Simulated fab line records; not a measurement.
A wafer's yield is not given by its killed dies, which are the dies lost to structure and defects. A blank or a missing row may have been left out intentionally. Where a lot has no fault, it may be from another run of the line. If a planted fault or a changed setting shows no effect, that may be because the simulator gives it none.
Matching of chambers + flow gf180mcu + 3 sister chambers for GF_SAB_CVD_00 on pecvd-04
The step deposits SiO2 from TEOS, target thk 50 nm, time 4.9302 s. 6 wafers are shown with their chamber, then 7 later ones without.

EACH WAFER AND ITS CHAMBER
| wafer  | chamber | heater_power_w (W) |
|--------|---------|--------------------|
| L571.6 | 1       | 641                |
| L576.3 | 1       | 618                |
| L576.5 | 2       | 668                |
| L576.6 | 0       | 572                |
| L578.1 | 0       | 573                |
| L578.2 | 2       | 632                |

WAFERS WITHOUT THEIR CHAMBER
| wafer  | heater_power_w (W) |
|--------|--------------------|
| L578.4 | 598                |
| L579.4 | 597                |
| L579.5 | 547                |
| L579.6 | 600                |
| L584.1 | 542                |
| L584.4 | 537                |
| L584.6 | 544                |

EACH ONE'S CHAMBER
| wafer  | from the rows above          | in truth                   |
|--------|------------------------------|----------------------------|
| L578.4 | can't be placed: 0 or 1 or 2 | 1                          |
| L579.4 | can't be placed: 0 or 1 or 2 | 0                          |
| L579.5 | 0                            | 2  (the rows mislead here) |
| L579.6 | can't be placed: 0 or 1 or 2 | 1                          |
| L584.1 | 0                            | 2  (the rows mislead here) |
| L584.4 | 0                            | 0                          |
| L584.6 | 0                            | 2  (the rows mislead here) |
1 of 7 placed correctly. From these rows, 3 cannot be placed; in 3 the true chamber is one of the candidates. Placed wrongly: 3.
How it was worked out, from the rows above alone: a wafer's distance from a chamber is the root of the sum, over the readings, of the square of ((its reading less the chamber's mean) divided by the reading's scatter). The wafer belongs to the nearest chamber; if the next one is less than 2 further off, it can't be placed. The mean given for a chamber averages the wafers shown for that chamber. How the scatter is found: for the shown wafers, subtract from each reading the mean of its chamber, square and add these, divide the total by (wafers less chambers), then take the root.
